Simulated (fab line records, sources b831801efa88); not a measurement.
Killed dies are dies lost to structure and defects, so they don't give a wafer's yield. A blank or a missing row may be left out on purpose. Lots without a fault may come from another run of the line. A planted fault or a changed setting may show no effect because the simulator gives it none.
Problem report in the 8D (eight disciplines) form, filled by code | flow gf180mcu | the parts of the form that need people (team, actions taken, sign-off) are left out

1. THE PROBLEM
rf_fwd_power_W at GF_PASSIVATION_ETCH_11 reads a mean of 670.4 W on 6 wafers of 2 lots; wafers without a fault read 798.9 W with a standard deviation of 2.4. That is -54 standard deviations from the usual mean.
The step: etches the open film in CF4/O2, stops on TiN, target depth 2040 nm, time 453.3 s.
First seen on wafer L970.4, day 33 13:56, on rie_diel-04. The record holds 41 wafers of 14 lots with a number at this step. Rule for "out", or "out of limits": more than 4 standard deviations from the usual mean. The other wafers with a number count as sound.

2. WHAT IT IS AND WHAT IT IS NOT
question                    | is                             | is not
which readings at this step | rf_fwd_power_W, oes_product_au | bias_w, drypump_motor_current_A
which lots                  | L970, L973                     | L955, L956, L957, L959, L960, L961, L962, L963, L965, L974, L976, L977
which wafers of those lots  | all that have a number         | -
read on which tools         | rie_diel-04                    | rie_diel-02, rie_diel-03
when                        | from day 33 13:56              | up to then (27 sound wafers); but 8 sound wafers of L974, L976, L977 came after

3. SUSPECTS, AND WHAT RULES EACH OUT
Counting: a tool at a process step up to the reading stays a suspect if it ran every lot that is out and no sound lot after the first of them.
- pecvd-03 at GF_V5_CVD_02 (deposits SiO2 from TEOS, target thk 1450 nm, time 163.28 s): ruled out as a lasting fault. Sound lots L976 ran on it after its first lot that is out, L970 (day 31 08:10).
- plasma_asher-03 at GF_V5_STRIP_18 (strips in O2/N2): ruled out as a lasting fault. Sound lots L976 ran on it after its first lot that is out, L970 (day 32 02:38).
- rie_diel-04 at GF_PASSIVATION_ETCH_11 (etches the open film in CF4/O2, stops on TiN, target depth 2040 nm, time 453.3 s): kept. It ran every lot that is out, first L970 (day 33 13:56), and no sound lot after that; its last sound lot up to then is L962 (day 31 08:47). Its own readings are out on those wafers: oes_product_au, rf_fwd_power_W.
Left after counting: rie_diel-04 at GF_PASSIVATION_ETCH_11.

4. THE CAUSE (what the simulator had put in)
Process parameter drift: rie_diel-04, from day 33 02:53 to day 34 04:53, at GF_PASSIVATION_ETCH_11. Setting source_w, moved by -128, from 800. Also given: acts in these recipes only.
Counting left only this tool.

5. THE CHAIN OF EFFECTS, in route order
Each row: a reading whose mean over the struck wafers that have a number lies more than 3 standard deviations from the usual. Only readings for which the record gives a usual standard deviation are gone through. hours: the time from each lot's start at the first step in this table that gives one to its start at this step, as a median over the lots. sigmas: the change in usual standard deviations.
hours | step                    | reading                  | usual      | on struck wafers | change | sigmas
0     | GF_PASSIVATION_ETCH_11  | oes_product_au           | 0.989 a.u. | 0.907            | -0.082 | -12
0     | GF_PASSIVATION_ETCH_11  | rf_fwd_power_W           | 798.9 W    | 670.4            | -128.5 | -54
0     | GF_PASSIVATION_STRIP_12 | strip_time_to_endpoint_s | 32.94 s    | 35.36            | +2.42  | +9.0
The process steps in it:
- GF_PASSIVATION_ETCH_11: etches the open film in CF4/O2, stops on TiN, target depth 2040 nm, time 453.3 s.
- GF_PASSIVATION_STRIP_12: strips in O2/N2.

6. WHAT WOULD HAVE CAUGHT IT SOONER
In this record the first reading out of limits was taken at day 33 13:56, 11 hours after the fault began at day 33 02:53.
